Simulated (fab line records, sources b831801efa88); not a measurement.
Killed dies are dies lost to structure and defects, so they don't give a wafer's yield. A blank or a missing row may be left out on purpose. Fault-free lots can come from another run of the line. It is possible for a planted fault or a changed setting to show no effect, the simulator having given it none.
Split-lot trial || flow sky130 || 27 wafers read from 5 lots, route of 708 steps

ABOUT THE SPLIT
At SKY_LI_CONTACT_HDPCVD_00 (deposits PSG, target thk 930 nm, time 155 s), the setting time s was moved away from the recipe's 155 s on 9 of the 27 wafers read, by -53.1% to +16.9%. This setting was run at the recipe's value on the other wafers.

Between the split and the reading, the file records no step.

THE READING
LI_CONTACT_HDPCVD_THK at SKY_LI_CONTACT_THK_MEAS_01, in nm. On this fab line, fault-free wafers typically give 929 nm with a standard deviation of 10 nm.

{"wafer": "L077.2", "tool, chamber at the split": "hdpcvd-01, 2", "time s as run, s": 155, "against the recipe": "recipe", "LI_CONTACT_HDPCVD_THK, nm": 945, "against lot-mates on the recipe": "-"}
{"wafer": "L077.5", "tool, chamber at the split": "hdpcvd-01, 0", "time s as run, s": 155, "against the recipe": "recipe", "LI_CONTACT_HDPCVD_THK, nm": 921, "against lot-mates on the recipe": "-"}
{"wafer": "L077.6", "tool, chamber at the split": "hdpcvd-01, 2", "time s as run, s": 155, "against the recipe": "recipe", "LI_CONTACT_HDPCVD_THK, nm": 947, "against lot-mates on the recipe": "-"}
{"wafer": "L078.1", "tool, chamber at the split": "hdpcvd-02, 1", "time s as run, s": 72.67, "against the recipe": "-53.1%", "LI_CONTACT_HDPCVD_THK, nm": 440, "against lot-mates on the recipe": -482}
{"wafer": "L078.2", "tool, chamber at the split": "hdpcvd-02, 2", "time s as run, s": 155, "against the recipe": "recipe", "LI_CONTACT_HDPCVD_THK, nm": 925, "against lot-mates on the recipe": "-"}
{"wafer": "L078.3", "tool, chamber at the split": "hdpcvd-02, 0", "time s as run, s": 72.67, "against the recipe": "-53.1%", "LI_CONTACT_HDPCVD_THK, nm": 421, "against lot-mates on the recipe": -501}
{"wafer": "L078.4", "tool, chamber at the split": "hdpcvd-02, 0", "time s as run, s": 155, "against the recipe": "recipe", "LI_CONTACT_HDPCVD_THK, nm": 915, "against lot-mates on the recipe": "-"}
{"wafer": "L078.5", "tool, chamber at the split": "hdpcvd-02, 2", "time s as run, s": 155, "against the recipe": "recipe", "LI_CONTACT_HDPCVD_THK, nm": 927, "against lot-mates on the recipe": "-"}
{"wafer": "L078.6", "tool, chamber at the split": "hdpcvd-02, 1", "time s as run, s": 72.67, "against the recipe": "-53.1%", "LI_CONTACT_HDPCVD_THK, nm": 440, "against lot-mates on the recipe": -482}
{"wafer": "L079.1", "tool, chamber at the split": "hdpcvd-02, 2", "time s as run, s": 155, "against the recipe": "recipe", "LI_CONTACT_HDPCVD_THK, nm": 929, "against lot-mates on the recipe": "-"}
{"wafer": "L079.2", "tool, chamber at the split": "hdpcvd-02, 0", "time s as run, s": 155, "against the recipe": "recipe", "LI_CONTACT_HDPCVD_THK, nm": 922, "against lot-mates on the recipe": "-"}
{"wafer": "L079.3", "tool, chamber at the split": "hdpcvd-02, 1", "time s as run, s": 155, "against the recipe": "recipe", "LI_CONTACT_HDPCVD_THK, nm": 939, "against lot-mates on the recipe": "-"}
{"wafer": "L079.4", "tool, chamber at the split": "hdpcvd-02, 0", "time s as run, s": 155, "against the recipe": "recipe", "LI_CONTACT_HDPCVD_THK, nm": 905, "against lot-mates on the recipe": "-"}
{"wafer": "L079.5", "tool, chamber at the split": "hdpcvd-02, 2", "time s as run, s": 155, "against the recipe": "recipe", "LI_CONTACT_HDPCVD_THK, nm": 932, "against lot-mates on the recipe": "-"}
{"wafer": "L079.6", "tool, chamber at the split": "hdpcvd-02, 1", "time s as run, s": 155, "against the recipe": "recipe", "LI_CONTACT_HDPCVD_THK, nm": 938, "against lot-mates on the recipe": "-"}
{"wafer": "L083.1", "tool, chamber at the split": "hdpcvd-01, 0", "time s as run, s": 92.61, "against the recipe": "-40.3%", "LI_CONTACT_HDPCVD_THK, nm": 563, "against lot-mates on the recipe": -366}
{"wafer": "L083.2", "tool, chamber at the split": "hdpcvd-01, 2", "time s as run, s": 155, "against the recipe": "recipe", "LI_CONTACT_HDPCVD_THK, nm": 933, "against lot-mates on the recipe": "-"}
{"wafer": "L083.3", "tool, chamber at the split": "hdpcvd-01, 1", "time s as run, s": 92.61, "against the recipe": "-40.3%", "LI_CONTACT_HDPCVD_THK, nm": 550, "against lot-mates on the recipe": -379}
{"wafer": "L083.4", "tool, chamber at the split": "hdpcvd-01, 2", "time s as run, s": 155, "against the recipe": "recipe", "LI_CONTACT_HDPCVD_THK, nm": 935, "against lot-mates on the recipe": "-"}
{"wafer": "L083.5", "tool, chamber at the split": "hdpcvd-01, 0", "time s as run, s": 92.61, "against the recipe": "-40.3%", "LI_CONTACT_HDPCVD_THK, nm": 547, "against lot-mates on the recipe": -382}
{"wafer": "L083.6", "tool, chamber at the split": "hdpcvd-01, 1", "time s as run, s": 155, "against the recipe": "recipe", "LI_CONTACT_HDPCVD_THK, nm": 918, "against lot-mates on the recipe": "-"}
{"wafer": "L085.1", "tool, chamber at the split": "hdpcvd-02, 1", "time s as run, s": 155, "against the recipe": "recipe", "LI_CONTACT_HDPCVD_THK, nm": 931, "against lot-mates on the recipe": "-"}
{"wafer": "L085.2", "tool, chamber at the split": "hdpcvd-02, 2", "time s as run, s": 155, "against the recipe": "recipe", "LI_CONTACT_HDPCVD_THK, nm": 933, "against lot-mates on the recipe": "-"}
{"wafer": "L085.3", "tool, chamber at the split": "hdpcvd-02, 0", "time s as run, s": 181.2, "against the recipe": "+16.9%", "LI_CONTACT_HDPCVD_THK, nm": 1081, "against lot-mates on the recipe": "+152"}
{"wafer": "L085.4", "tool, chamber at the split": "hdpcvd-02, 1", "time s as run, s": 181.2, "against the recipe": "+16.9%", "LI_CONTACT_HDPCVD_THK, nm": 1099, "against lot-mates on the recipe": "+170"}
{"wafer": "L085.5", "tool, chamber at the split": "hdpcvd-02, 2", "time s as run, s": 181.2, "against the recipe": "+16.9%", "LI_CONTACT_HDPCVD_THK, nm": 1074, "against lot-mates on the recipe": "+145"}
{"wafer": "L085.6", "tool, chamber at the split": "hdpcvd-02, 0", "time s as run, s": 155, "against the recipe": "recipe", "LI_CONTACT_HDPCVD_THK, nm": 923, "against lot-mates on the recipe": "-"}

FIT RESULTS
A straight line over all 27 wafers: LI_CONTACT_HDPCVD_THK changes by +9.31 nm for each +1% of time s; r = +1.00; the points scatter about the line by 10 nm.
The same after taking each lot's own level away (the mean of its wafers on the recipe; 27 wafers): +9.24 nm for each +1%; r = +1.00; scatter 9.6 nm.
The reading moves by 4.9e+02 nm for the largest change in time s, on that fit.
Measured against the standard deviation above, the lots' own levels, which go from 922.3 to 937.7 nm, span 1.5 times it.
The two slopes agree, so the slope changes little with the lot-to-lot level.
Check: for one of the wafers moved furthest among these (-53.1%), held out of the fit, the line's prediction against its lot-mates is -493 nm. Against them it came out at -482 nm.

THE WHOLE CHAIN: every reading that the file lists as answering this split, in the file's order
{"step": "SKY_LI_CONTACT_HDPCVD_00", "what it does": "deposits PSG, target thk 930 nm, time 155 s", "reading": "PSG_of_LI_CONTACT_HDPCVD_00.thk nm (the simulator's own value, which no gauge read)", "change (the file's fit)": "+9.25 nm for each +1% of the setting", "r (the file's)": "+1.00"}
{"step": "SKY_LI_CONTACT_THK_MEAS_01", "what it does": "", "reading": "LI_CONTACT_HDPCVD_THK", "change (the file's fit)": "+9.24 for each +1% of the setting", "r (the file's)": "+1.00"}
{"step": "SKY_LI_CONTACT_CMP_02", "what it does": "polishes PSG", "reading": "time to endpoint s", "change (the file's fit)": "withheld for each +1% of the setting", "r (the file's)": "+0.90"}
{"step": "SKY_LI_CONTACT_CMP_02", "what it does": "polishes PSG", "reading": "PSG_of_LI_CONTACT_HDPCVD_00.thk nm (the simulator's own value, which no gauge read)", "change (the file's fit)": "+1.98 nm for each +1% of the setting", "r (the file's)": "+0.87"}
{"step": "SKY_LI_CONTACT_ETCH_15", "what it does": "etches PSG in C4F8/O2/Ar, stops on Si, target depth 600 nm", "reading": "LI_CONTACT.feature depth nm (the simulator's own value, which no gauge read)", "change (the file's fit)": "+1.98 nm for each +1% of the setting", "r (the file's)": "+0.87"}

THE FILE'S OWN FIT
LI_CONTACT_HDPCVD_THK changes by +9.24 nm for each +1% of time s, r = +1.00.
